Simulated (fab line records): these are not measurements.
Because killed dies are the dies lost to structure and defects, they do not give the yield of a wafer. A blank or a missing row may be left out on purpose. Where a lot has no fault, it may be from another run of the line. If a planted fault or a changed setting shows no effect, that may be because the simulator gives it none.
Which of the tools did it? || flow gf180mcu || 7 lots with 21 wafers sampled at 2 steps, on a route of 602 steps

== WHAT EACH GAUGE READ, for each wafer ==
GF_M3_RS_MEAS_05: a four-point-probe measurement.
{"lot": "L437", "measured": "day 20 06:47", "on": "filmMetro-01", "M3_ALCU_RS (ohm/sq)": "0.0679 0.0691 0.0681"}
{"lot": "L439", "measured": "day 21 07:06", "on": "filmMetro-04", "M3_ALCU_RS (ohm/sq)": "0.0678 0.0692 0.0680"}
{"lot": "L442", "measured": "day 22 13:22", "on": "filmMetro-03", "M3_ALCU_RS (ohm/sq)": "0.0686 0.0681 0.0696"}
{"lot": "L445", "measured": "day 23 19:34", "on": "filmMetro-04", "M3_ALCU_RS (ohm/sq)": "0.0698 0.0693 0.0701"}
{"lot": "L454", "measured": "day 26 20:27", "on": "filmMetro-04", "M3_ALCU_RS (ohm/sq)": "0.0696 0.0693 0.0700"}
{"lot": "L457", "measured": "day 27 20:13", "on": "filmMetro-04", "M3_ALCU_RS (ohm/sq)": "0.0693 0.0699 0.0698"}
{"lot": "L459", "measured": "day 28 04:05", "on": "filmMetro-03", "M3_ALCU_RS (ohm/sq)": "0.0693 0.0700 0.0699"}

== EACH LOT AND THE TOOL THAT RAN IT (in order: tool; ch and the chambers of the sampled wafers; start) ==
{"lot": "L437", "GF_STI_ETCH_14": "rieSi-02 ch 1,2,3, day 2 06:25"}
{"lot": "L439", "GF_STI_ETCH_14": "rieSi-01 ch 1,2,3, day 2 16:49"}
{"lot": "L442", "GF_STI_ETCH_14": "rieSi-01 ch 0,1, day 3 11:40"}
{"lot": "L445", "GF_STI_ETCH_14": "rieSi-01 ch 0,1,3, day 4 00:43"}
{"lot": "L454", "GF_STI_ETCH_14": "rieSi-01 ch 0,1,2, day 5 22:10"}
{"lot": "L457", "GF_STI_ETCH_14": "rieSi-02 ch 0,2,3, day 6 13:06"}
{"lot": "L459", "GF_STI_ETCH_14": "rieSi-02 ch 0,2,3, day 7 00:31"}
- GF_STI_ETCH_14: etches Si in HBr/Cl2/O2, target depth 360 nm, time 102.9 s.

== THE ANSWER, worked out from the rows above alone ==
Rule: usual is defined by the lots themselves. Put in order of their means at a reading, lots are off if they are a third of the lots or fewer, leave a main group of 4 or more, and stand apart from it by a gap of 3 or more times the standard deviation of the main group's means; of several such gaps the widest counts. If all means in a main group match to the digits the tables above print for the reading, that group is not used. A lot without any number at a reading at which 4 lots or more have one is off too. The other lots that the step has rows for count as sound.
Nothing can be told from this: no lot is off at any reading shown.

== WHAT THE SIMULATOR HAD INSERTED ==
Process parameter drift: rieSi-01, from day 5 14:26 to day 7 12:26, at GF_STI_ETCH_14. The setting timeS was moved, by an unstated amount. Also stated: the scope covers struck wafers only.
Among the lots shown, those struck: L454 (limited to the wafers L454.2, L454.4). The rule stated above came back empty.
